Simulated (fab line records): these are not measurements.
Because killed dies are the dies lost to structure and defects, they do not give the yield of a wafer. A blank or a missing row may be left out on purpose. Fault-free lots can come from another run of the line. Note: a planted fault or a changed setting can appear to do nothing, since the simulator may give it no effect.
fab line records + flow sky130
record
- lots=7
- wafers=21
- last-day=47
route steps=708 shown SD_P@324 RES_XHIGH@332 PAD_OPEN@708
lots that met no fault: from a run of the same line without faults
start-h: the number of hours between the record's first day and the start of the first shown wafer of the lot + wait-h: time in hours since the lot's previous step + " same as the row above + L1.1+2: a row that stands for several wafers + - either no value or no given start + * or withheld: withheld + < > ~ a bound
route shown NAME@n: names a module that has steps shown in the file, with the first one's number in the route + usual: mean and standard deviation over wafers with no fault + same: alike in all rows + chamber/n: place in a boat + sites: the reading at each site + _std_site: the standard deviation of these + _edge_site: mean of outer sites minus mean of inner sites + radius-mm: for every site, how far away it sits from the centre of the wafer + mask NAME#n: copy n + behind: the tool/chamber that last shaped the wafer + hold: cause of the lot's hold/its duration in hours/its outcome + device: transistor that didn't switch, given as n, p or np + end of line: the same wafers' tests at the end of the route + a step given without rows: its recipe and nothing more + killed: not the wafer's yield, but the dies lost to structure and defects at the first sort + map: per-die view of a wafer (x killed, . not killed, _ where there is no die)
set.NAME: the setting as run; set.NAME@STEP: as run at that earlier step + model.NAME: the simulator's own value behind a step, which no gauge read
lots seen at some steps along the route; tables by step, rows by wafer
services: when a tool's chamber went out of use (start-h, in hours from the record's first day, below 0 if earlier), for how many hours, and the reason
## steps
# step SKY_SD_P_EXPOSE_04
# recipe
- mask-id=PSDM
- na=0.6
- source-shape=conventional
- sigma-outer=0.6
- polarization=unpolarized
- target-cd-nm=380
- dose-mj=138
# step SKY_SD_P_PEB_05
# recipe
- temp-c=withheld
- time-s=*
- resist=NOVOLAK
# step SKY_SD_P_DEVELOP_06
# recipe
- resist=NOVOLAK
- developer=TMAH
- develop-time-s=60
- dev-temp-c=23
# step SKY_SD_P_CD_MEAS_07
# recipe
- target-cd-nm=380
# usual
- cd-nm=379.7/2.2
| lot.wafer | tool      | chamber | start-h | wait-h | cd-nm |
|-----------|-----------|---------|---------|--------|-------|
| L562.1    | cd-sem-02 | -       | 612.46  | 0.1    | 378.5 |
| L562.2    | "         | -       | "       | "      | 381.5 |
| L562.4    | "         | -       | "       | "      | 383.3 |
| L563.1    | cd-sem-01 | -       | 626.57  | 0.1    | 381.1 |
| L563.2    | "         | -       | "       | "      | 379.5 |
| L563.6    | "         | -       | "       | "      | 379.4 |
| L564.1    | cd-sem-02 | -       | 629.76  | 0.1    | 379.4 |
| L564.2    | "         | -       | "       | "      | 378.7 |
| L564.6    | "         | -       | "       | "      | 378.5 |
| L565.2    | cd-sem-02 | -       | 632.99  | 0.1    | 377.2 |
| L565.4    | "         | -       | "       | "      | 375.7 |
| L565.6    | "         | -       | "       | "      | 377.2 |
| L566.1    | cd-sem-01 | -       | 642.31  | 0.1    | 382.1 |
| L566.2    | "         | -       | "       | "      | 380.6 |
| L566.3    | "         | -       | "       | "      | 382.7 |
| L567.1    | cd-sem-02 | -       | 654.07  | 0.1    | 381.2 |
| L567.2    | "         | -       | "       | "      | 380.5 |
| L567.5    | "         | -       | "       | "      | 382.1 |
| L570.2    | cd-sem-01 | -       | 676.34  | 0.1    | 374.6 |
| L570.3    | "         | -       | "       | "      | 377.4 |
| L570.4    | "         | -       | "       | "      | 373.5 |
# step SKY_SD_P_OVL_MEAS_08
# usual
- SD_P_OVL=1.3/1.2
| lot.wafer | tool       | chamber | start-h | wait-h | SD_P_OVL[nm] |
|-----------|------------|---------|---------|--------|--------------|
| L562.1    | overlay-01 | -       | 612.58  | 0.1    | 1.4          |
| L562.2    | "          | -       | "       | "      | 1.6          |
| L562.4    | "          | -       | "       | "      | 0.7          |
| L563.1    | overlay-01 | -       | 626.69  | 0.1    | 1.8          |
| L563.2    | "          | -       | "       | "      | 0.2          |
| L563.6    | "          | -       | "       | "      | 0.3          |
| L564.1    | overlay-02 | -       | 629.88  | 0.1    | 0.9          |
| L564.2    | "          | -       | "       | "      | 0.4          |
| L564.6    | "          | -       | "       | "      | -1.0         |
| L565.2    | overlay-01 | -       | 633.10  | 0.1    | 0.0          |
| L565.4    | "          | -       | "       | "      | -0.6         |
| L565.6    | "          | -       | "       | "      | 1.4          |
| L566.1    | overlay-01 | -       | 642.43  | 0.1    | 3.7          |
| L566.2    | "          | -       | "       | "      | 2.4          |
| L566.3    | "          | -       | "       | "      | 3.5          |
| L567.1    | overlay-02 | -       | 654.19  | 0.1    | -0.5         |
| L567.2    | "          | -       | "       | "      | -0.3         |
| L567.5    | "          | -       | "       | "      | 2.7          |
| L570.2    | overlay-01 | -       | 676.45  | 0.1    | 0.1          |
| L570.3    | "          | -       | "       | "      | 1.1          |
| L570.4    | "          | -       | "       | "      | 0.7          |
# step SKY_SD_P_IMPLANT_09
# recipe
- species=BF2
- energy-kev=20
- dose-cm2=3e+15
- tilt-deg=0
# step SKY_SD_P_STRIP_10
# recipe
- chemistry=O2/N2
- power-w=1400
- pressure-mtorr=1500
- platen-temp-c=withheld
- o2-flow-sccm=3000
- n2-flow-sccm=300
- overash-fraction=0.5
# usual
- chamber-pressure-mTorr=1500.0/1.5
- drypump-motor-current-A=5.7/0.52
- oes-product-au=0.616/0.0043
- strip-time-to-endpoint-s=17.48/0.044
| lot.wafer | tool            | chamber | start-h | wait-h | chamber-pressure-mTorr | drypump-motor-current-A | oes-product-au | rf-hours-counter-h | strip-time-to-endpoint-s |
|-----------|-----------------|---------|---------|--------|------------------------|-------------------------|----------------|--------------------|--------------------------|
| L562.1    | plasma-asher-03 | 1       | 612.76  | 0.1    | 1501.1                 | 5.3                     | 0.616          | 45                 | 17.47                    |
| L562.2    | "               | 0       | "       | "      | 1502.0                 | 6.2                     | 0.620          | 45                 | 17.46                    |
| L562.4    | "               | 1       | "       | "      | 1499.7                 | 5.3                     | 0.620          | -                  | 17.42                    |
| L563.1    | plasma-asher-03 | 1       | 626.88  | 0.1    | 1498.9                 | 5.3                     | 0.610          | 47                 | 17.48                    |
| L563.2    | "               | 0       | "       | "      | 1500.0                 | 6.1                     | 0.616          | 47                 | 17.47                    |
| L563.6    | "               | 0       | "       | "      | 1501.0                 | 6.2                     | 0.616          | -                  | 17.49                    |
| L564.1    | plasma-asher-04 | 1       | 630.06  | 0.1    | 1499.9                 | 5.4                     | 0.614          | 22                 | 17.44                    |
| L564.2    | "               | 0       | "       | "      | 1499.4                 | 6.0                     | 0.613          | 22                 | 17.43                    |
| L564.6    | "               | 1       | "       | "      | 1499.0                 | 5.4                     | 0.625          | -                  | 17.43                    |
| L565.2    | plasma-asher-03 | 0       | 633.28  | 0.1    | 1501.3                 | 6.2                     | 0.624          | 47                 | 17.52                    |
| L565.4    | "               | 0       | "       | "      | 1500.0                 | 6.2                     | 0.617          | -                  | 17.50                    |
| L565.6    | "               | 0       | "       | "      | 1499.9                 | 6.2                     | 0.619          | -                  | 17.51                    |
| L566.1    | plasma-asher-03 | 1       | 642.61  | 0.1    | 1497.5                 | 5.3                     | 0.615          | 48                 | 17.49                    |
| L566.2    | "               | 0       | "       | "      | 1500.5                 | 6.2                     | 0.621          | 48                 | 17.62                    |
| L566.3    | "               | 1       | "       | "      | 1500.2                 | 5.3                     | 0.615          | -                  | 17.53                    |
| L567.1    | plasma-asher-04 | 0       | 654.38  | 0.1    | 1498.8                 | 6.0                     | 0.616          | 24                 | 17.54                    |
| L567.2    | "               | 1       | "       | "      | 1500.9                 | 5.3                     | 0.616          | 24                 | 17.53                    |
| L567.5    | "               | 1       | "       | "      | 1501.6                 | 5.4                     | 0.618          | -                  | 17.55                    |
| L570.2    | plasma-asher-01 | 1       | 676.63  | 0.1    | 1499.6                 | 4.8                     | 0.619          | 98                 | 17.51                    |
| L570.3    | "               | 0       | "       | "      | 1499.8                 | 6.3                     | 0.621          | -                  | 17.50                    |
| L570.4    | "               | 1       | "       | "      | 1501.1                 | 4.8                     | 0.614          | -                  | 17.53                    |
# step SKY_SD_P_TW_MEAS_11
# usual
- SD_P_TW=2817/20
| lot.wafer | tool          | chamber | start-h | wait-h | SD_P_TW |
|-----------|---------------|---------|---------|--------|---------|
| L562.1    | film-metro-03 | -       | 612.86  | 0.1    | 2797    |
| L562.2    | "             | -       | "       | "      | 2800    |
| L562.4    | "             | -       | "       | "      | 2792    |
| L563.1    | film-metro-01 | -       | 626.98  | 0.1    | 2850    |
| L563.2    | "             | -       | "       | "      | 2845    |
| L563.6    | "             | -       | "       | "      | 2837    |
| L564.1    | film-metro-02 | -       | 630.16  | 0.1    | 2815    |
| L564.2    | "             | -       | "       | "      | 2818    |
| L564.6    | "             | -       | "       | "      | 2807    |
| L565.2    | film-metro-03 | -       | 633.39  | 0.1    | 2791    |
| L565.4    | "             | -       | "       | "      | 2782    |
| L565.6    | "             | -       | "       | "      | 2792    |
| L566.1    | film-metro-03 | -       | 642.71  | 0.1    | 2792    |
| L566.2    | "             | -       | "       | "      | 2786    |
| L566.3    | "             | -       | "       | "      | 2783    |
| L567.1    | film-metro-01 | -       | 654.48  | 0.1    | 2847    |
| L567.2    | "             | -       | "       | "      | 2861    |
| L567.5    | "             | -       | "       | "      | 2845    |
| L570.2    | film-metro-02 | -       | 676.74  | 0.1    | 2805    |
| L570.3    | "             | -       | "       | "      | 2819    |
| L570.4    | "             | -       | "       | "      | 2800    |
# step SKY_RES_XHIGH_DEHYDRATE_00
# recipe
- temp-c=200
- time-s=60
# step SKY_RES_XHIGH_HMDS_01
# recipe
- prime-time-s=60
- prime-temp-c=120
# step SKY_RES_XHIGH_COAT_02
# recipe
- resist=NOVOLAK
- spin-rpm=3000
- resist-thk-nm=1140
# step SKY_RES_XHIGH_SOFTBAKE_03
# recipe
- temp-c=90
- time-s=60
- resist=NOVOLAK
# step SKY_RES_XHIGH_EXPOSE_04
# recipe
- mask-id=URPM
- na=0.6
- source-shape=conventional
- sigma-outer=0.6
- polarization=unpolarized
- target-cd-nm=1270
- dose-mj=140
# usual
- reticle-temp-C=23.00/0.1
| lot.wafer | tool             | chamber | start-h | wait-h | mask   | reticle-temp-C | model.RES_XHIGH.overlay-x-nm |
|-----------|------------------|---------|---------|--------|--------|----------------|------------------------------|
| L562.1    | iline-stepper-01 | 0       | 627.17  | -      | URPM#0 | 22.97          | 0.9815                       |
| L562.2    | "                | 0       | "       | "      | URPM#0 | 23.15          | 0.9815                       |
| L562.4    | "                | 0       | "       | "      | URPM#0 | 23.18          | 0.9815                       |
| L563.1    | iline-stepper-02 | 0       | 641.69  | -      | URPM#0 | 22.74          | -0.9087                      |
| L563.2    | "                | 0       | "       | "      | URPM#0 | 22.89          | -0.9087                      |
| L563.6    | "                | 0       | "       | "      | URPM#0 | 22.99          | -0.9087                      |
| L564.1    | iline-stepper-01 | 0       | 645.06  | -      | URPM#0 | 23.04          | 181.5                        |
| L564.2    | "                | 0       | "       | "      | URPM#0 | 22.94          | 181.5                        |
| L564.6    | "                | 0       | "       | "      | URPM#0 | 23.16          | 181.5                        |
| L565.2    | iline-stepper-01 | 0       | 647.70  | -      | URPM#0 | 23.04          | 180                          |
| L565.4    | "                | 0       | "       | "      | URPM#0 | 23.03          | 180                          |
| L565.6    | "                | 0       | "       | "      | URPM#0 | 23.06          | 180                          |
| L566.1    | iline-stepper-01 | 0       | 657.00  | -      | URPM#0 | 23.00          | 180.6                        |
| L566.2    | "                | 0       | "       | "      | URPM#0 | 23.00          | 180.6                        |
| L566.3    | "                | 0       | "       | "      | URPM#0 | 23.06          | 180.6                        |
| L567.1    | iline-stepper-02 | 0       | 668.79  | -      | URPM#0 | 23.13          | 0.3159                       |
| L567.2    | "                | 0       | "       | "      | URPM#0 | 23.01          | 0.3159                       |
| L567.5    | "                | 0       | "       | "      | URPM#0 | 23.20          | 0.3159                       |
| L570.2    | iline-stepper-02 | 0       | 690.56  | -      | URPM#0 | 23.15          | -1.005                       |
| L570.3    | "                | 0       | "       | "      | URPM#0 | 22.92          | -1.005                       |
| L570.4    | "                | 0       | "       | "      | URPM#0 | 22.96          | -1.005                       |
# step SKY_RES_XHIGH_PEB_05
# recipe
- temp-c=withheld
- time-s=*
- resist=NOVOLAK
# step SKY_PAD_OPEN_PROBE_99
# usual
- killed_at_M0_to_M3=44/6.3
- killed_at_M4_up=2.8/1.7
- killed-at-contacts=25/5.8
- killed-at-front-end=14/4.4
- killed-at-other=0.3/0.49
- killed-dies=86/8.7
- killed-open=48/5.8
- killed-short=38/6
# same
- gross-dies=492
- killed-at-back-side=0
| lot.wafer | tool      | chamber | start-h | wait-h | killed_at_M0_to_M3 | killed_at_M4_up | killed-at-contacts | killed-at-front-end | killed-at-other | killed-dies | killed-open | killed-short |
|-----------|-----------|---------|---------|--------|--------------------|-----------------|--------------------|---------------------|-----------------|-------------|-------------|--------------|
| L562.1    | prober-01 | -       | 1092.36 | 0.1    | 50                 | 1               | 21                 | 11                  | 0               | 83          | 48          | 35           |
| L562.2    | prober-01 | -       | 1092.41 | 0.1    | 57                 | 2               | 20                 | 9                   | 0               | 88          | 41          | 47           |
| L562.4    | prober-01 | -       | 1092.51 | 0.2    | 53                 | 4               | 21                 | 15                  | 0               | 93          | 51          | 42           |
| L565.2    | prober-02 | -       | 1109.88 | 0.1    | 39                 | 5               | 28                 | 16                  | 0               | 88          | 47          | 41           |
| L565.4    | prober-02 | -       | 1109.98 | 0.2    | 49                 | 4               | 17                 | 17                  | 0               | 87          | 47          | 40           |
| L565.6    | prober-02 | -       | 1110.08 | 0.2    | 34                 | 5               | 24                 | 19                  | 0               | 82          | 37          | 45           |
| L566.1    | prober-01 | -       | 1111.25 | 0.1    | 41                 | 0               | 22                 | 13                  | 0               | 76          | 41          | 35           |
| L566.2    | prober-01 | -       | 1111.30 | 0.1    | 51                 | 2               | 16                 | 10                  | 0               | 79          | 42          | 37           |
| L566.3    | prober-01 | -       | 1111.35 | 0.2    | 31                 | 2               | 26                 | 14                  | 0               | 73          | 42          | 31           |
# killed by level:class
L562.1 VIA1:geometric-particle:open=11 CONTACT:geometric-particle:open=11 VIA3:geometric-particle:open=7 VIA2:geometric-particle:short=7 VIA2:geometric-particle:open=7 METAL1:geometric-particle:short=6 POLY_GATE:geometric-particle:open=4 LI_CONTACT:geometric-particle:open=4
L562.2 CONTACT:geometric-particle:open=9 VIA2:geometric-particle:open=9 METAL1:geometric-particle:short=8 VIA3:geometric-particle:short=7 METAL2:geometric-particle:short=6 VIA1:geometric-particle:open=5 VIA2:geometric-particle:short=5 VIA3:geometric-particle:open=5
L562.4 CONTACT:geometric-particle:open=13 METAL1:geometric-particle:short=12 VIA1:geometric-particle:open=11 METAL2:geometric-particle:short=7 VIA1:geometric-particle:short=6 VIA2:geometric-particle:open=5 POLY_GATE:geometric-particle:short=4 LI_CONTACT:geometric-particle:open=4
L565.2 FIELD_ISO:geometric-particle:open=8 LI_CONTACT:geometric-particle:open=8 VIA1:geometric-particle:open=8 CONTACT:geometric-particle:open=7 METAL2:geometric-particle:short=7 FIELD_ISO:geometric-particle:short=5 LOCAL_INTERCONNECT:geometric-particle:short=5 METAL1:geometric-particle:short=5
L565.4 VIA1:geometric-particle:open=10 CONTACT:geometric-particle:open=7 METAL1:geometric-particle:short=7 VIA2:geometric-particle:open=6 POLY_GATE:geometric-particle:short=5 VIA1:geometric-particle:short=5 VIA3:geometric-particle:open=5 FIELD_ISO:geometric-particle:short=4
L565.6 FIELD_ISO:geometric-particle:short=8 METAL1:geometric-particle:short=8 LI_CONTACT:geometric-particle:open=6 VIA3:geometric-particle:open=6 LOCAL_INTERCONNECT:geometric-particle:short=5 CONTACT:geometric-particle:open=5 POLY_GATE:geometric-particle:short=4 CONTACT:geometric-particle:short=4
L566.1 CONTACT:geometric-particle:open=10 VIA2:geometric-particle:open=8 VIA1:geometric-particle:open=7 METAL1:geometric-particle:short=6 METAL3:geometric-particle:short=5 VIA3:geometric-particle:short=5 FIELD_ISO:geometric-particle:open=4 LI_CONTACT:geometric-particle:open=4
L566.2 VIA1:geometric-particle:open=16 METAL1:geometric-particle:short=10 LI_CONTACT:geometric-particle:open=5 CONTACT:geometric-particle:open=5 METAL2:geometric-particle:short=5 VIA2:geometric-particle:open=4 VIA3:geometric-particle:short=4 VIA3:geometric-particle:open=4
L566.3 CONTACT:geometric-particle:open=11 VIA1:geometric-particle:open=8 VIA3:geometric-particle:open=8 LI_CONTACT:geometric-particle:short=5 LI_CONTACT:geometric-particle:open=5 FIELD_ISO:geometric-particle:open=4 FIELD_ISO:geometric-particle:short=3 LOCAL_INTERCONNECT:geometric-particle:short=3
## services
| tool             | chamber | start-h | hours | kind   |
|------------------|---------|---------|-------|--------|
| plasma-asher-03  | -       | 596.63  | 2.4   | repair |
| plasma-asher-01  | -       | 614.11  | 7.3   | repair |
| plasma-asher-04  | -       | 616.78  | 2.7   | repair |
| iline-stepper-02 | -       | 656.21  | 1.4   | repair |
| iline-stepper-02 | -       | 669.83  | 1.7   | pm     |
| plasma-asher-04  | -       | 674.46  | 8.6   | repair |
## key
first-sign none at tools or gauges
model-effect
- step=SKY_RES_XHIGH_EXPOSE_04
- value=RES_XHIGH.overlay-x-nm
- without=-0.2991
- struck=180.7
met-at SKY_RES_XHIGH_EXPOSE_04
struck-wafers L564.1,L564.2,L564.6,L565.2,L565.4,L565.6,L566.1,L566.2,L566.3
tester-left-out L564,L565,L566
onset-between 627.17 645.06
fault
- kind=scanner-matching-overlay
- tool=iline-stepper-01
- chamber=-
- onset-h=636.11
- steps=SKY_RES_XHIGH_EXPOSE_04
- offset=180.99
# tester-left-out: of these lots the tester's yield and bins aren't shown, on N5 and GAA mostly nor the transistor test; their killed dies are dies lost to structure and defects alone, not to doping, threshold or leakage, so they don't give the yield
